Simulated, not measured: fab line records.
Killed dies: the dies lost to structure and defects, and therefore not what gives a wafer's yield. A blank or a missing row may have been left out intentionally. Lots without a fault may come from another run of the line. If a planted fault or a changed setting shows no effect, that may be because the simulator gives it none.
One fault seen from 2 desks -- flow gf180mcu -- what lay behind the numbers comes last; until then each desk has only its own

THE METROLOGY DESK
What the gauges read for every lot (on any tool): the sampled wafers with a number, averaged. Marked OUT: a lot whose mean sits more than 4 standard deviations from the usual mean, which makes it out of limits; the brackets give that distance.
Columns: A = VT_IMPLANT_OVL at GF_VT_IMPLANT_OVL_MEAS_07, usual -0.5 nm
lot,first seen here,A
L277,day 5 15:00,-1.2
L278,day 5 21:10,-0.5
L279,day 6 01:42,-0.6
L280,day 6 10:44,-1.3
L282,day 6 22:21,0.3
L283,day 7 03:55,-0.5
L284,day 7 09:07,-1.5
L289,day 8 15:03,-0.6
L290,day 8 22:22,0.4
L291,day 9 05:40,-2.5
L294,day 10 00:21,-0.6
L296,day 10 12:41,-1.2
L297,day 10 20:43,0.6
L299,day 11 17:14,-0.2
Finding of this desk: none of the 14 lots has anything out of limits.

AT THE TOOL OWNER'S DESK: lithoTrack-02
The tool's own readings at GF_VT_IMPLANT_DEVELOP_28 (develop time 60 s): means of the sampled wafers that have a number, for each lot that ran on this tool. Marked OUT: a lot whose mean sits more than 4 standard deviations from the usual mean, which makes it out of limits; the brackets give that distance.
Columns: A = developerTempC at GF_VT_IMPLANT_DEVELOP_28, usual 22.99 C
lot,first seen here,A
L277,day 6 20:01,22.90
L282,day 8 05:58,23.05
L289,day 10 02:35,22.11 (-8.9) OUT
L291,day 10 17:44,22.05 (-9.5) OUT
This desk finds L289, L291 out of limits, L289 being first, at day 10 02:35 (developerTempC at GF_VT_IMPLANT_DEVELOP_28). Within limits: L277, L282.

BROUGHT TOGETHER
On L289, L291, at day 10 02:35, an alarm was possible from the tool owner's desk.
The metrology desk saw nothing out of limits.
The metrology desk holds a record of L289, L291, inside its limits.
Every lot named ran GF_VT_IMPLANT_DEVELOP_28 on lithoTrack-02.

WHAT THE SIMULATOR HAD PUT IN
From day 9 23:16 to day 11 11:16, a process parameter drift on lithoTrack-02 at GF_VT_IMPLANT_DEVELOP_28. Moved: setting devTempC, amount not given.
Lots struck among those shown: L289, L291.
Each desk's first reading out of limits, in hours after the fault started: the tool owner's desk, 3.
